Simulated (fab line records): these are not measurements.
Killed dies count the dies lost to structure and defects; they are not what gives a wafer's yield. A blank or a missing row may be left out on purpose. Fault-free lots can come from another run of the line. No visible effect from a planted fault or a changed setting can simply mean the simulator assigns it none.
A lot that was struck, set against a sound lot + flow sky130 + 21 out of 708 route steps
Sound: these wafers, L249.1, L249.3, L249.6. Struck: wafers L251.1, L251.3 (left out: L251.5, a lot-mate that was not struck); the cause follows at the end.
At each step with rows: each side's tool, then ch and its chambers, then its first start. Under that, the readings that differ: sound wafers + struck wafers + difference of the means + sigmas: that difference in standard deviations of wafers without a fault.
alike: readings whose means differ by less than 2 such deviations, and words and numbers that are the same on both sides. not compared: withheld readings, readings that some wafer has no value for, bounds like >300 that may hide the same value, and numbers for which the record gives no deviation and whose values overlap.
Wherever a step has rows on one side only, a row that says differs or no value, or a row with sigmas, the two part there. When numbers do not overlap yet have no deviation, they are printed without sigmas and do not part them. A reading missing from all wafers of one side parts the sides only when that side holds two or more wafers.

first, 1 step without rows for these wafers: SKY_LDD_LDN_IMPLANT_11.
SKY_LDD_LDN_STRIP_12: strips in O2/N2.
  sound on plasma-asher-01 ch 0, day 24 21:37; struck on plasma-asher-02 ch 0,1, day 25 09:17
  alike: drypump-motor-current-A, oes-product-au, strip-time-to-endpoint-s
  not compared: rf-hours-counter-h
SKY_LDD_LDN_TW_MEAS_13:
  struck on film-metro-02, day 25 09:23; sound on film-metro-01, day 24 21:43
| reading    | sound          | struck    | difference | sigmas |
|------------|----------------|-----------|------------|--------|
| LDD_LDN_TW | 1453 1459 1457 | 1504 1509 | +50        | +2     |
then, 2 steps without rows for these wafers: SKY_LDD_LDN_CLEAN_14 (cleans in SC1/SC2, time 150 s); SKY_SPACER_CVD_00 (deposits Si3N4 from DCS/NH3, target thk 43.1 nm, time 740 s).
SKY_SPACER_THK_MEAS_01:
  struck on film-metro-01, day 25 11:43; sound on film-metro-01, day 25 00:12
| reading                | sound          | struck    | difference | sigmas |
|------------------------|----------------|-----------|------------|--------|
| SPACER_CVD_00_THK (nm) | 41.9 41.9 42.4 | 43.8 43.5 | +1.6       | +4     |
SKY_SPACER_ETCHBACK_02: etches Si3N4 in CH3F/O2, stops on SiO2, time 46.7 s, target depth 45 nm.
  sound on rie-diel-03 ch 0,1, day 25 00:16; struck on rie-diel-03 ch 1,3, day 25 11:47
| reading               | sound             | struck      | difference | sigmas |
|-----------------------|-------------------|-------------|------------|--------|
| oes-product-au (a.u.) | 0.835 0.844 0.844 | 0.868 0.862 | +0.024     | +3     |
  alike: drypump-motor-current-A, throttle-valve-pct
  not compared: rf-hours-counter-h
then, 5 steps without rows for these wafers: SKY_POLY_CUT_DEHYDRATE_00 (time 60 s); SKY_POLY_CUT_HMDS_01 (prime time 60 s); SKY_POLY_CUT_COAT_02 (resist thk 60 nm); SKY_POLY_CUT_COAT_03 (resist thk 450 nm); SKY_POLY_CUT_SOFTBAKE_04 (time 90 s).
SKY_POLY_CUT_EXPOSE_05: exposes mask NPCM, target cd 270 nm.
  sound on krf-scanner-02 ch 0, day 25 14:59; struck on krf-scanner-02 ch 0, day 26 03:26
  alike: mask
then, 2 steps without rows for these wafers: SKY_POLY_CUT_PEB_06; SKY_POLY_CUT_DEVELOP_07 (develop time 60 s).
SKY_POLY_CUT_CD_MEAS_08: target cd 270 nm.
  struck on cd-sem-02, day 26 18:44; sound on cd-sem-01, day 26 06:32
| reading    | sound             | struck      | difference | sigmas |
|------------|-------------------|-------------|------------|--------|
| cd-nm (nm) | 268.6 268.2 268.9 | 265.6 265.0 | -3.3       | -3     |
SKY_POLY_CUT_OVL_MEAS_09:
  struck on overlay-02, day 26 18:52; sound on overlay-02, day 26 06:40
  alike: POLY_CUT_OVL
SKY_POLY_CUT_ETCH_10: etches BARC in N2/H2, stops on SiO2, time 45.9 s, target depth 60 nm.
  sound on rie-diel-01 ch 1,2,3, day 26 06:42; struck on rie-diel-02 ch 0,3, day 26 18:54
| reading                   | sound             | struck      | difference | sigmas |
|---------------------------|-------------------|-------------|------------|--------|
| model.POLY_CUT.cd-nm (nm) | 268.5 266.8 267.3 | 266.5 265.2 | -1.7       |        |
  alike: drypump-motor-current-A, oes-product-au, throttle-valve-pct
  not compared: rf-hours-counter-h
SKY_POLY_CUT_ETCH_11: etches Si3N4 in CF4/CH2F2/Ar, stops on poly-Si, time 42.5 s, target depth 60 nm.
  sound on rie-diel-01 ch 1,2,3, day 26 06:44; struck on rie-diel-02 ch 0,3, day 26 18:56
| reading                   | sound           | struck      | difference | sigmas |
|---------------------------|-----------------|-------------|------------|--------|
| model.POLY_CUT.cd-nm (nm) | 268.4 266.7 267 | 266.4 265.2 | -1.6       |        |
  alike: drypump-motor-current-A, oes-product-au, throttle-valve-pct
  not compared: rf-hours-counter-h
SKY_POLY_CUT_STRIP_12: strips in O2/N2.
  sound on plasma-asher-01 ch 1, day 26 06:47; struck on plasma-asher-03 ch 0, day 26 18:59
  alike: drypump-motor-current-A, oes-product-au, strip-time-to-endpoint-s
  not compared: rf-hours-counter-h
-- a jump in the record: the struck wafers' starts before and after are 22 days apart (it breaks off in module POLY_CUT and resumes in module PAD_OPEN, where the first step shown is number 708 of the route) --
SKY_PAD_OPEN_PROBE_99:
  the record has rows for the struck wafers here (prober-02, day 48 07:49) and none for the sound ones

== WHERE THEY PART ==
At SKY_LDD_LDN_TW_MEAS_13 first; at SKY_PAD_OPEN_PROBE_99 last (within this record only).

WHY: what had been put in by the simulator
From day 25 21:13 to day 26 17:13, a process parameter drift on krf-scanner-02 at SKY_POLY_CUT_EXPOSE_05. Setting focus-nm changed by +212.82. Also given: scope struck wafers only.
